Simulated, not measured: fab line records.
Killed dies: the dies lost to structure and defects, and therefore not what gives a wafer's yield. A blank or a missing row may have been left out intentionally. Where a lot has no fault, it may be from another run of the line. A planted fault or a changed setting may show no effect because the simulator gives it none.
fab line records + flow sky130
[record]
- lots = 6
- wafers = 18
- lastDay = 50
route steps=708 shown VT_ADJUST_HVTP@93 VT_ADJUST_LVTN@97 PAD_OPEN@708
lots untouched by any fault: they come from a run of this same line in which no faults occurred
startH: hours from the record's first day to the start of the lot's first wafer shown + waitH: time in hours since the lot's previous step + " as in the row above + L1.1+2: a single row standing in for several wafers + - value missing, or start not given + * or withheld: withheld + < > ~ a bound
route shown NAME@n: NAME is a module with steps in the file, n the number in the route of the first one + usual: mean/standard deviation taken from wafers without a fault + same: alike in all rows + chamber/n: place in a boat + sites: the reading at each site + _std_site: how widely they spread, as a standard deviation + _edge_site: the outer-site mean with the inner-site mean subtracted + radiusMm: for every site, how far away it sits from the centre of the wafer + mask NAME#n: copy n + behind: the most recent tool/chamber to have shaped the wafer + hold: what put the lot on hold/how long, in hours/how the hold closed + device: the transistor (n, p or np) that didn't switch + end of line: at the end of the route, the tests of the same wafers + a step with no rows: only its recipe + killed: count of dies lost to structure and defects at first sort (not the wafer's yield) + map: shows each die of a wafer: x if killed, . if not, _ if none is there
set.NAME: setting as actually run; set.NAME@STEP: the setting as run at that earlier step + model.NAME: the simulator's own value behind a step, which no gauge read
lots at some steps of the route; a table a step, a row a wafer
services: a tool's chamber out of use, with start hour (startH, from the record's first day; less than 0 if before it), hours out, and reason
[[steps]]
[step SKY_VT_ADJUST_HVTP_OVL_MEAS_08]
[usual]
- VT_ADJUST_HVTP_OVL = 0.1/1.5
| lot.wafer | tool       | chamber | startH | waitH | VT_ADJUST_HVTP_OVL[nm] |
|-----------|------------|---------|--------|-------|------------------------|
| L749.1    | overlay-01 | -       | 134.23 | 0.1   | 0.0                    |
| L749.4    | "          | -       | "      | "     | 1.2                    |
| L749.5    | "          | -       | "      | "     | -1.1                   |
| L758.3    | overlay-02 | -       | 183.44 | 0.1   | 0.3                    |
| L758.5    | "          | -       | "      | "     | 0.9                    |
| L758.6    | "          | -       | "      | "     | -0.1                   |
| L759.1    | overlay-02 | -       | 190.43 | 0.1   | 1.6                    |
| L759.2    | "          | -       | "      | "     | 1.0                    |
| L759.4    | "          | -       | "      | "     | 1.1                    |
| L761.1    | overlay-01 | -       | 207.73 | 0.1   | -1.0                   |
| L761.5    | "          | -       | "      | "     | -1.9                   |
| L761.6    | "          | -       | "      | "     | -1.8                   |
| L763.2    | overlay-02 | -       | 218.18 | 0.1   | -0.6                   |
| L763.3    | "          | -       | "      | "     | -0.6                   |
| L763.5    | "          | -       | "      | "     | 0.4                    |
| L771.2    | overlay-02 | -       | 277.30 | 0.1   | -1.3                   |
| L771.4    | "          | -       | "      | "     | 0.6                    |
| L771.5    | "          | -       | "      | "     | -1.8                   |
[step SKY_VT_ADJUST_HVTP_IMPLANT_09]
[recipe]
- species = As
- energyKev = 150
- doseCm2 = 4.3e+12
- tiltDeg = withheld
[step SKY_VT_ADJUST_HVTP_STRIP_10]
[recipe]
- chemistry = O2/N2
- powerW = 1400
- pressureMtorr = 1500
- platenTempC = withheld
- o2FlowSccm = 3000
- n2FlowSccm = 300
- overashFraction = 0.5
[usual]
- drypumpMotorCurrentA = 6.1/0.53
- oesProductAu = 0.716/0.0045
- stripTimeToEndpointS = 14.17/0.034
| lot.wafer | tool           | chamber | startH | waitH | drypumpMotorCurrentA | oesProductAu | rfHoursCounterH | stripTimeToEndpointS |
|-----------|----------------|---------|--------|-------|----------------------|--------------|-----------------|----------------------|
| L749.1    | plasmaAsher-02 | 0       | 134.41 | 0.1   | 5.0                  | 0.714        | 32              | 14.07                |
| L749.4    | "              | 0       | "      | "     | 5.0                  | 0.717        | -               | 14.11                |
| L749.5    | "              | 0       | "      | "     | 5.0                  | 0.714        | -               | 14.14                |
| L758.3    | plasmaAsher-01 | 0       | 183.64 | 0.1   | 6.6                  | 0.713        | -               | 14.14                |
| L758.5    | "              | 1       | "      | "     | 5.8                  | 0.713        | -               | 14.14                |
| L758.6    | "              | 0       | "      | "     | 6.6                  | 0.716        | -               | 14.15                |
| L759.1    | plasmaAsher-02 | 1       | 190.61 | 0.1   | 6.1                  | 0.715        | 38              | 14.17                |
| L759.2    | "              | 0       | "      | "     | 5.0                  | 0.714        | 38              | 14.15                |
| L759.4    | "              | 0       | "      | "     | 5.0                  | 0.715        | -               | 14.14                |
| L761.1    | plasmaAsher-01 | 1       | 207.91 | 0.1   | 5.8                  | 0.717        | 9               | 14.22                |
| L761.5    | "              | 1       | "      | "     | 5.8                  | 0.717        | -               | 14.25                |
| L761.6    | "              | 0       | "      | "     | 6.6                  | 0.720        | -               | 14.24                |
| L763.2    | plasmaAsher-01 | 1       | 218.36 | 0.1   | 5.8                  | 0.728        | 10              | 14.19                |
| L763.3    | "              | 1       | "      | "     | 5.8                  | 0.714        | -               | 14.17                |
| L763.5    | "              | 1       | "      | "     | 5.8                  | 0.712        | -               | 14.15                |
| L771.2    | plasmaAsher-01 | 1       | 277.48 | 0.1   | 5.8                  | 0.721        | 16              | 14.14                |
| L771.4    | "              | 1       | "      | "     | 5.8                  | 0.718        | -               | 14.14                |
| L771.5    | "              | 1       | "      | "     | 5.8                  | 0.720        | -               | 14.17                |
[step SKY_VT_ADJUST_HVTP_TW_MEAS_11]
[usual]
- VT_ADJUST_HVTP_TW = 1363/15
| lot.wafer | tool         | chamber | startH | waitH | VT_ADJUST_HVTP_TW |
|-----------|--------------|---------|--------|-------|-------------------|
| L749.1    | filmMetro-04 | -       | 134.52 | 0.1   | 1367              |
| L749.4    | "            | -       | "      | "     | 1363              |
| L749.5    | "            | -       | "      | "     | 1370              |
| L758.3    | filmMetro-01 | -       | 183.73 | 0.1   | 1334              |
| L758.5    | "            | -       | "      | "     | 1345              |
| L758.6    | "            | -       | "      | "     | 1349              |
| L759.1    | filmMetro-01 | -       | 190.71 | 0.1   | 1347              |
| L759.2    | "            | -       | "      | "     | 1339              |
| L759.4    | "            | -       | "      | "     | 1339              |
| L761.1    | filmMetro-04 | -       | 208.01 | 0.1   | 1375              |
| L761.5    | "            | -       | "      | "     | 1373              |
| L761.6    | "            | -       | "      | "     | 1373              |
| L763.2    | filmMetro-04 | -       | 218.47 | 0.1   | 1379              |
| L763.3    | "            | -       | "      | "     | 1381              |
| L763.5    | "            | -       | "      | "     | 1374              |
| L771.2    | filmMetro-04 | -       | 277.59 | 0.1   | 1367              |
| L771.4    | "            | -       | "      | "     | 1362              |
| L771.5    | "            | -       | "      | "     | 1368              |
[step SKY_VT_ADJUST_LVTN_DEHYDRATE_00]
[recipe]
- tempC = 200
- timeS = 60
[step SKY_VT_ADJUST_LVTN_HMDS_01]
[recipe]
- primeTimeS = 60
- primeTempC = 120
[step SKY_VT_ADJUST_LVTN_COAT_02]
[recipe]
- spinRpm = 2000
- resistThkNm = 3000
[step SKY_VT_ADJUST_LVTN_SOFTBAKE_03]
[recipe]
- tempC = 110
- timeS = withheld
[step SKY_VT_ADJUST_LVTN_EXPOSE_04]
[recipe]
- maskId = NWM_COMPLEMENT_LESS_NATIVE
- na = 0.6
- sourceShape = conventional
- sigmaOuter = 0.6
- polarization = unpolarized
- targetCdNm = 840
- doseMj = 194
[step SKY_VT_ADJUST_LVTN_PEB_05]
[recipe]
- tempC = 115
- timeS = withheld
[step SKY_VT_ADJUST_LVTN_DEVELOP_06]
[recipe]
- wallAngleDeg = 90
- developer = TMAH
- developTimeS = 60
- devTempC = 23
[step SKY_VT_ADJUST_LVTN_OVL_MEAS_07]
[usual]
- VT_ADJUST_LVTN_OVL = 1.2/1.2
| lot.wafer | tool       | chamber | startH | waitH | VT_ADJUST_LVTN_OVL[nm] |
|-----------|------------|---------|--------|-------|------------------------|
| L749.1    | overlay-02 | -       | 153.61 | -     | 0.5                    |
| L749.4    | "          | -       | "      | "     | 1.5                    |
| L749.5    | "          | -       | "      | "     | 1.4                    |
| L758.3    | overlay-02 | -       | 204.89 | -     | 2.2                    |
| L758.5    | "          | -       | "      | "     | 4.1                    |
| L758.6    | "          | -       | "      | "     | 4.0                    |
| L759.1    | overlay-02 | -       | 213.13 | -     | 0.4                    |
| L759.2    | "          | -       | "      | "     | 0.9                    |
| L759.4    | "          | -       | "      | "     | 0.1                    |
| L761.1    | overlay-02 | -       | 230.59 | -     | 1.5                    |
| L761.5    | "          | -       | "      | "     | 1.3                    |
| L761.6    | "          | -       | "      | "     | 1.9                    |
| L763.2    | overlay-02 | -       | 241.66 | -     | 1.9                    |
| L763.3    | "          | -       | "      | "     | 2.6                    |
| L763.5    | "          | -       | "      | "     | 0.6                    |
| L771.2    | overlay-01 | -       | 302.65 | -     | 0.2                    |
| L771.4    | "          | -       | "      | "     | -0.8                   |
| L771.5    | "          | -       | "      | "     | 0.2                    |
[step SKY_VT_ADJUST_LVTN_IMPLANT_08]
[recipe]
- species = B
- energyKev = 30
- doseCm2 = 1.57e+12
- tiltDeg = withheld
[usual]
- doseIonsCm2 = 1.5701e+12/1.8e+09
- endStationPressureTorr = 5.01e-06/2.7e-07
- faradayCurrentUA = 8.89/0.19
| lot.wafer | tool         | chamber | startH | waitH | doseIonsCm2 | endStationPressureTorr | faradayCurrentUA |
|-----------|--------------|---------|--------|-------|-------------|------------------------|------------------|
| L749.1    | implanter-03 | 0       | 153.64 | 0.0   | 1.5699e+12  | 4.77e-06               | 9.05             |
| L749.4    | "            | 0       | "      | "     | 1.5696e+12  | 4.99e-06               | 8.70             |
| L749.5    | "            | 0       | "      | "     | 1.5704e+12  | 5.12e-06               | 9.11             |
| L758.3    | implanter-01 | 0       | 204.96 | 0.1   | 1.5707e+12  | 5.22e-06               | 8.66             |
| L758.5    | "            | 0       | "      | "     | 1.5719e+12  | 4.89e-06               | 8.80             |
| L758.6    | "            | 0       | "      | "     | 1.5696e+12  | 4.88e-06               | 8.91             |
| L759.1    | implanter-01 | 0       | 213.16 | 0.0   | 9.927e+11   | 5.14e-06               | 5.53             |
| L759.2    | "            | 0       | "      | "     | 9.93e+11    | 5.16e-06               | 5.82             |
| L759.4    | "            | 0       | "      | "     | 9.918e+11   | 4.89e-06               | 5.60             |
| L761.1    | implanter-03 | 0       | 230.63 | 0.0   | 1.571e+12   | 4.88e-06               | 8.75             |
| L761.5    | "            | 0       | "      | "     | 1.5688e+12  | 5.06e-06               | 8.77             |
| L761.6    | "            | 0       | "      | "     | 1.5683e+12  | 5.12e-06               | 9.10             |
| L763.2    | implanter-01 | 0       | 241.72 | 0.0   | 9.952e+11   | 5.14e-06               | 5.63             |
| L763.3    | "            | 0       | "      | "     | 9.91e+11    | 5.37e-06               | 5.72             |
| L763.5    | "            | 0       | "      | "     | 9.924e+11   | 4.78e-06               | 5.49             |
| L771.2    | implanter-03 | 0       | 302.70 | 0.0   | 1.573e+12   | 4.75e-06               | 9.21             |
| L771.4    | "            | 0       | "      | "     | 1.5706e+12  | 4.9e-06                | 8.71             |
| L771.5    | "            | 0       | "      | "     | 1.5732e+12  | 5.23e-06               | 9.05             |
[step SKY_VT_ADJUST_LVTN_STRIP_09]
[recipe]
- chemistry = O2/N2
- powerW = 1400
- pressureMtorr = 1500
- platenTempC = withheld
- o2FlowSccm = 3000
- n2FlowSccm = 300
- overashFraction = 0.5
[usual]
- drypumpMotorCurrentA = 5.9/0.51
- oesProductAu = 0.722/0.005
- stripTimeToEndpointS = 36.96/0.094
| lot.wafer | tool           | chamber | startH | waitH | drypumpMotorCurrentA | oesProductAu | rfHoursCounterH | stripTimeToEndpointS |
|-----------|----------------|---------|--------|-------|----------------------|--------------|-----------------|----------------------|
| L749.1    | plasmaAsher-03 | 0       | 153.79 | 0.1   | 6.0                  | 0.715        | 46              | 36.97                |
| L749.4    | "              | 0       | "      | "     | 6.0                  | 0.723        | -               | 36.93                |
| L749.5    | "              | 0       | "      | "     | 6.0                  | 0.716        | -               | 37.02                |
| L758.3    | plasmaAsher-01 | 1       | 205.10 | 0.1   | 5.8                  | 0.724        | -               | 36.99                |
| L758.5    | "              | 0       | "      | "     | 6.6                  | 0.714        | -               | 37.01                |
| L758.6    | "              | 1       | "      | "     | 5.8                  | 0.721        | -               | 36.90                |
| L759.1    | plasmaAsher-03 | 0       | 213.31 | 0.1   | 5.9                  | 0.728        | 51              | 36.95                |
| L759.2    | "              | 1       | "      | "     | 6.2                  | 0.722        | 51              | 36.95                |
| L759.4    | "              | 1       | "      | "     | 6.2                  | 0.723        | -               | 36.88                |
| L761.1    | plasmaAsher-01 | 1       | 230.78 | 0.1   | 5.8                  | 0.712        | 11              | 37.11                |
| L761.5    | "              | 1       | "      | "     | 5.8                  | 0.724        | -               | 36.95                |
| L761.6    | "              | 0       | "      | "     | 6.6                  | 0.724        | -               | 37.00                |
| L763.2    | plasmaAsher-03 | 1       | 241.84 | 0.1   | 6.2                  | 0.724        | 53              | 37.07                |
| L763.3    | "              | 0       | "      | "     | 5.9                  | 0.723        | -               | 37.02                |
| L763.5    | "              | 0       | "      | "     | 5.9                  | 0.728        | -               | 37.07                |
| L771.2    | plasmaAsher-01 | 1       | 302.83 | 0.1   | 5.8                  | 0.719        | 18              | 36.96                |
| L771.4    | "              | 0       | "      | "     | 6.6                  | 0.725        | -               | 36.90                |
| L771.5    | "              | 1       | "      | "     | 5.8                  | 0.722        | -               | 37.01                |
[step SKY_VT_ADJUST_LVTN_TW_MEAS_10]
[usual]
- VT_ADJUST_LVTN_TW = 240.2/2.3
| lot.wafer | tool         | chamber | startH | waitH | VT_ADJUST_LVTN_TW |
|-----------|--------------|---------|--------|-------|-------------------|
| L749.1    | filmMetro-02 | -       | 153.89 | 0.1   | 239.5             |
| L749.4    | "            | -       | "      | "     | 238.9             |
| L749.5    | "            | -       | "      | "     | 238.0             |
| L758.3    | filmMetro-03 | -       | 205.18 | 0.1   | 242.5             |
| L758.5    | "            | -       | "      | "     | 244.3             |
| L758.6    | "            | -       | "      | "     | 243.0             |
| L759.1    | filmMetro-02 | -       | 213.41 | 0.1   | 210.7             |
| L759.2    | "            | -       | "      | "     | 210.6             |
| L759.4    | "            | -       | "      | "     | 210.4             |
| L761.1    | filmMetro-03 | -       | 230.88 | 0.1   | 245.1             |
| L761.5    | "            | -       | "      | "     | 244.0             |
| L761.6    | "            | -       | "      | "     | 244.7             |
| L763.2    | filmMetro-02 | -       | 241.95 | 0.1   | 209.4             |
| L763.3    | "            | -       | "      | "     | 209.3             |
| L763.5    | "            | -       | "      | "     | 209.4             |
| L771.2    | filmMetro-01 | -       | 302.94 | 0.1   | 239.3             |
| L771.4    | "            | -       | "      | "     | 240.5             |
| L771.5    | "            | -       | "      | "     | 238.1             |
[step SKY_VT_ADJUST_LVTN_DEHYDRATE_11]
[recipe]
- tempC = 200
- timeS = 60
[step SKY_PAD_OPEN_PROBE_99]
[usual]
- killed_at_M0_to_M3 = 44/7.4
- killed_at_M4_up = 3.0/1.8
- killedAtContacts = 24/5.1
- killedAtFrontEnd = 15/4.3
- killedAtOther = 0.3/0.54
- killedDies = 86/9.9
- killedOpen = 47/7.1
- killedShort = 38/6.7
[same]
- grossDies = 492
- killedAtBackSide = 0
| lot.wafer | tool      | chamber | startH  | waitH | killed_at_M0_to_M3 | killed_at_M4_up | killedAtContacts | killedAtFrontEnd | killedAtOther | killedDies | killedOpen | killedShort | model.etest.nfet_01v8_lvt.vtSatV | model.etest.nfet_01v8_lvt.vtV | model.etest.nfet_01v8_swapped.vtSatV | model.etest.nfet_01v8.vtSatV | model.etest.nfet_01v8_turned.vtSatV | model.etest.nfet_01v8_lvt.vtLongV | model.etest.nfet_01v8_lvt.bodyRiseV | model.etest.nfet_01v8.bodyRiseV |
|-----------|-----------|---------|---------|-------|--------------------|-----------------|------------------|------------------|---------------|------------|------------|-------------|----------------------------------|-------------------------------|--------------------------------------|------------------------------|-------------------------------------|-----------------------------------|-------------------------------------|---------------------------------|
| L749.1    | prober-02 | -       | 1094.17 | 0.1   | 48                 | 3               | 20               | 17               | 0             | 88         | 46         | 42          | 0.5366                           | 0.6078                        | 0.6518                               | 0.6494                       | 0.6562                              | 0.4406                            | 0.1435                              | 0.1774                          |
| L749.4    | prober-02 | -       | 1094.32 | 0.2   | 33                 | 1               | 27               | 11               | 0             | 72         | 37         | 35          | 0.5245                           | 0.6034                        | 0.6434                               | 0.6434                       | 0.646                               | 0.4432                            | 0.1454                              | 0.1829                          |
| L749.5    | prober-02 | -       | 1094.37 | 0.2   | 51                 | 1               | 39               | 12               | 0             | 103        | 59         | 44          | 0.5305                           | 0.6134                        | 0.6533                               | 0.6434                       | 0.6468                              | 0.4432                            | 0.1445                              | 0.1795                          |
| L758.3    | prober-02 | -       | 1145.85 | 0.2   | 49                 | 3               | 28               | 19               | 0             | 99         | 57         | 42          | 0.5516                           | 0.622                         | 0.6629                               | 0.6593                       | 0.6602                              | 0.449                             | 0.1477                              | 0.1794                          |
| L758.5    | prober-02 | -       | 1145.95 | 0.2   | 46                 | 3               | 24               | 10               | 0             | 83         | 43         | 40          | 0.5473                           | 0.6239                        | 0.669                                | 0.6613                       | 0.6656                              | 0.4538                            | 0.1473                              | 0.1837                          |
| L758.6    | prober-02 | -       | 1146.00 | 0.2   | 33                 | 3               | 37               | 11               | 0             | 84         | 54         | 30          | 0.5331                           | 0.6213                        | 0.658                                | 0.6549                       | 0.6542                              | 0.4563                            | 0.1483                              | 0.1839                          |
| L759.1    | prober-01 | -       | 1149.48 | 0.1   | 34                 | 10              | 30               | 14               | 0             | 88         | 46         | 42          | 0.5061                           | 0.5986                        | 0.631                                | 0.6322                       | 0.6313                              | 0.4301                            | 0.1377                              | 0.1769                          |
| L759.2    | prober-01 | -       | 1149.53 | 0.1   | 47                 | 4               | 24               | 18               | 0             | 93         | 53         | 40          | 0.5131                           | 0.5991                        | 0.6357                               | 0.6362                       | 0.6341                              | 0.4312                            | 0.1376                              | 0.1743                          |
| L759.4    | prober-01 | -       | 1149.63 | 0.2   | 47                 | 6               | 21               | 6                | 0             | 80         | 41         | 39          | 0.5106                           | 0.5972                        | 0.6392                               | 0.637                        | 0.6432                              | 0.4323                            | 0.1399                              | 0.177                           |
| L761.1    | prober-01 | -       | 1161.07 | 0.1   | 39                 | 3               | 25               | 11               | 0             | 78         | 39         | 39          | 0.5324                           | 0.6017                        | 0.6423                               | 0.6424                       | 0.6423                              | 0.4314                            | 0.142                               | 0.1746                          |
| L761.5    | prober-01 | -       | 1161.27 | 0.2   | 52                 | 6               | 27               | 16               | 0             | 101        | 46         | 55          | 0.5236                           | 0.6016                        | 0.6417                               | 0.6373                       | 0.6425                              | 0.436                             | 0.1442                              | 0.1774                          |
| L761.6    | prober-01 | -       | 1161.32 | 0.2   | 45                 | 6               | 22               | 15               | 0             | 88         | 45         | 43          | 0.5225                           | 0.6002                        | 0.6416                               | 0.6384                       | 0.6394                              | 0.4335                            | 0.1416                              | 0.1739                          |
| L763.2    | prober-01 | -       | 1168.44 | 0.1   | 40                 | 6               | 37               | 12               | 1             | 96         | 60         | 36          | 0.5013                           | 0.5866                        | 0.623                                | 0.6235                       | 0.6223                              | 0.4185                            | 0.1324                              | 0.1712                          |
| L763.3    | prober-01 | -       | 1168.49 | 0.2   | 47                 | 5               | 30               | 17               | 0             | 99         | 50         | 49          | 0.5028                           | 0.5861                        | 0.6249                               | 0.6226                       | 0.6232                              | 0.4182                            | 0.1317                              | 0.1695                          |
| L763.5    | prober-01 | -       | 1168.59 | 0.2   | 52                 | 2               | 21               | 19               | 0             | 94         | 55         | 39          | 0.5038                           | 0.5848                        | 0.6243                               | 0.6269                       | 0.6257                              | 0.4133                            | 0.1325                              | 0.1669                          |
| L771.2    | prober-02 | -       | 1208.69 | 0.1   | 32                 | 7               | 19               | 20               | 0             | 78         | 45         | 33          | 0.5306                           | 0.607                         | 0.643                                | 0.6376                       | 0.6468                              | 0.435                             | 0.1412                              | 0.1754                          |
| L771.4    | prober-02 | -       | 1208.79 | 0.2   | 53                 | 3               | 31               | 16               | 0             | 103        | 67         | 36          | 0.5289                           | 0.6037                        | 0.6446                               | 0.6424                       | 0.6418                              | 0.4328                            | 0.1422                              | 0.1778                          |
| L771.5    | prober-02 | -       | 1208.84 | 0.2   | 48                 | 0               | 25               | 19               | 0             | 92         | 43         | 49          | 0.5378                           | 0.6022                        | 0.6445                               | 0.6439                       | 0.6455                              | 0.4316                            | 0.1413                              | 0.1758                          |
// killed by level:class
L749.1 LI_CONTACT:geometricParticle:open=8 VIA1:geometricParticle:open=8 CONTACT:geometricParticle:open=7 VIA2:geometricParticle:open=6 VIA1:geometricParticle:short=6 METAL2:geometricParticle:short=6 FIELD_ISO:geometricParticle:short=5 VIA2:geometricParticle:short=5
L749.4 CONTACT:geometricParticle:short=12 LI_CONTACT:geometricParticle:open=9 VIA1:geometricParticle:open=6 FIELD_ISO:geometricParticle:short=5 METAL2:geometricParticle:short=5 CONTACT:geometricParticle:open=5 VIA2:geometricParticle:open=5 VIA1:geometricParticle:short=4
L749.5 CONTACT:geometricParticle:open=21 VIA1:geometricParticle:open=9 METAL1:geometricParticle:short=8 VIA2:geometricParticle:open=8 VIA3:geometricParticle:open=7 CONTACT:geometricParticle:short=7 LI_CONTACT:geometricParticle:open=6 VIA1:geometricParticle:short=6
L758.3 VIA2:geometricParticle:open=12 VIA1:geometricParticle:open=10 LI_CONTACT:geometricParticle:open=9 POLY_GATE:geometricParticle:short=7 CONTACT:geometricParticle:short=6 POLY_GATE:geometricParticle:open=6 LI_CONTACT:geometricParticle:short=5 CONTACT:geometricParticle:open=5
L758.5 CONTACT:geometricParticle:open=10 CONTACT:geometricParticle:short=8 VIA1:geometricParticle:open=8 VIA2:geometricParticle:open=8 METAL1:geometricParticle:short=7 VIA1:geometricParticle:short=5 VIA3:geometricParticle:open=5 POLY_GATE:geometricParticle:short=4
L758.6 CONTACT:geometricParticle:open=16 LI_CONTACT:geometricParticle:open=9 VIA1:geometricParticle:open=9 LOCAL_INTERCONNECT:geometricParticle:short=6 VIA3:geometricParticle:open=5 VIA1:geometricParticle:short=4 FIELD_ISO:geometricParticle:open=3 CONTACT:geometricParticle:short=3
L759.1 VIA1:geometricParticle:open=11 CONTACT:geometricParticle:open=8 METAL4:geometricParticle:short=7 LI_CONTACT:geometricParticle:open=6 CONTACT:geometricParticle:short=6 VIA2:geometricParticle:open=6 FIELD_ISO:geometricParticle:short=4 LI_CONTACT:geometricParticle:short=4
L759.2 CONTACT:geometricParticle:open=12 VIA1:geometricParticle:open=10 METAL1:geometricParticle:short=9 VIA3:geometricParticle:open=7 METAL2:geometricParticle:short=6 POLY_GATE:geometricParticle:short=5 LI_CONTACT:geometricParticle:open=5 FIELD_ISO:geometricParticle:open=4
L759.4 VIA3:geometricParticle:open=10 METAL2:geometricParticle:short=9 CONTACT:geometricParticle:open=6 VIA1:geometricParticle:open=6 VIA2:geometricParticle:open=5 LI_CONTACT:geometricParticle:open=5 VIA1:geometricParticle:short=4 CONTACT:geometricParticle:short=4
L761.1 VIA1:geometricParticle:open=11 CONTACT:geometricParticle:open=9 LI_CONTACT:geometricParticle:open=8 FIELD_ISO:geometricParticle:short=7 VIA3:geometricParticle:short=7 VIA1:geometricParticle:short=5 CONTACT:geometricParticle:short=4 METAL2:geometricParticle:short=4
L761.5 VIA1:geometricParticle:open=11 LOCAL_INTERCONNECT:geometricParticle:short=9 CONTACT:geometricParticle:open=8 VIA1:geometricParticle:short=8 METAL2:geometricParticle:short=8 VIA2:geometricParticle:open=8 FIELD_ISO:geometricParticle:short=6 LI_CONTACT:geometricParticle:open=6
L761.6 VIA1:geometricParticle:open=16 POLY_GATE:geometricParticle:short=7 METAL2:geometricParticle:short=6 VIA1:geometricParticle:short=6 VIA2:geometricParticle:open=5 CONTACT:geometricParticle:open=5 CONTACT:geometricParticle:short=5 METAL1:geometricParticle:short=5
L763.2 CONTACT:geometricParticle:open=12 LI_CONTACT:geometricParticle:open=11 VIA1:geometricParticle:open=11 VIA2:geometricParticle:open=11 CONTACT:geometricParticle:short=7 POLY_GATE:geometricParticle:open=5 FIELD_ISO:geometricParticle:short=4 METAL4:geometricParticle:short=4
L763.3 VIA1:geometricParticle:open=13 LI_CONTACT:geometricParticle:open=13 VIA1:geometricParticle:short=9 FIELD_ISO:geometricParticle:short=6 CONTACT:geometricParticle:open=6 METAL2:geometricParticle:short=6 LOCAL_INTERCONNECT:geometricParticle:short=4 CONTACT:geometricParticle:short=4
L763.5 VIA1:geometricParticle:open=10 CONTACT:geometricParticle:open=8 METAL1:geometricParticle:short=8 METAL2:geometricParticle:short=7 FIELD_ISO:geometricParticle:open=6 LI_CONTACT:geometricParticle:open=6 VIA2:geometricParticle:open=6 VIA1:geometricParticle:short=5
L771.2 VIA1:geometricParticle:open=10 CONTACT:geometricParticle:open=8 FIELD_ISO:geometricParticle:open=7 VIA2:geometricParticle:open=6 METAL4:geometricParticle:short=6 LI_CONTACT:geometricParticle:open=5 FIELD_ISO:geometricParticle:short=4 SPACER:geometricParticle:short=4
L771.4 VIA1:geometricParticle:open=23 CONTACT:geometricParticle:open=14 LI_CONTACT:geometricParticle:open=7 LOCAL_INTERCONNECT:geometricParticle:short=6 VIA1:geometricParticle:short=6 METAL1:geometricParticle:short=5 POLY_GATE:geometricParticle:open=4 SPACER:geometricParticle:short=4
L771.5 VIA1:geometricParticle:open=10 METAL2:geometricParticle:short=10 CONTACT:geometricParticle:short=7 CONTACT:geometricParticle:open=7 FIELD_ISO:geometricParticle:short=6 VIA3:geometricParticle:open=6 LOCAL_INTERCONNECT:geometricParticle:short=5 VIA1:geometricParticle:short=5
[[services]]
| tool           | chamber | startH | hours | kind   |
|----------------|---------|--------|-------|--------|
| plasmaAsher-01 | 0       | 117.75 | -     | clean  |
| plasmaAsher-01 | 1       | 117.75 | -     | clean  |
| plasmaAsher-03 | -       | 144.88 | 0.7   | repair |
| plasmaAsher-02 | -       | 155.12 | 2.2   | repair |
| plasmaAsher-03 | -       | 156.42 | 13.1  | repair |
| implanter-01   | -       | 158.94 | 7.6   | repair |
| plasmaAsher-03 | -       | 168.40 | 0.4   | repair |
| implanter-01   | -       | 183.72 | 6.3   | repair |
| plasmaAsher-03 | -       | 213.50 | 2.7   | repair |
| implanter-01   | -       | 251.33 | 5.2   | pm     |
| plasmaAsher-01 | -       | 255.79 | 0.8   | repair |
| plasmaAsher-01 | -       | 257.47 | 2.8   | pm     |
| implanter-03   | -       | 283.06 | 2.9   | pm     |
[[key]]
[firstSign]
- step = SKY_VT_ADJUST_LVTN_IMPLANT_08
- reading = doseIonsCm2
- direction = down
- sigmas = 99+
- usual = *
- struck = *
[effect]
- step = SKY_VT_ADJUST_LVTN_IMPLANT_08
- reading = faradayCurrentUA
- direction = down
- sigmas = 18
- usual = 8.89
- struck = 5.63
[effect]
- step = SKY_VT_ADJUST_LVTN_TW_MEAS_10
- reading = VT_ADJUST_LVTN_TW
- direction = down
- sigmas = 13
- usual = 240.2
- struck = 210.0
[modelEffect]
- step = SKY_PAD_OPEN_PROBE_99
- value = etest.nfet_01v8_lvt.vtSatV
- without = 0.5305
- struck = 0.5063
metAt SKY_VT_ADJUST_LVTN_IMPLANT_08
struckWafers L759.1,L759.2,L759.4,L763.2,L763.3,L763.5
testerLeftOut L759,L763
onsetBetween 204.96 213.16
[fault]
- kind = processParameterDrift
- tool = implanter-01
- chamber = -
- onsetH = 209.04
- steps = SKY_VT_ADJUST_LVTN_IMPLANT_08
- channel = doseCm2
- offset = *
- shape = step
- endH = 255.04
- actsIn = *
- stated = *
// testerLeftOut: of these lots the tester's yield and bins aren't shown, on N5 and GAA mostly nor the transistor test; their killed dies are dies lost to structure and defects alone, not to doping, threshold or leakage, so they don't give the yield
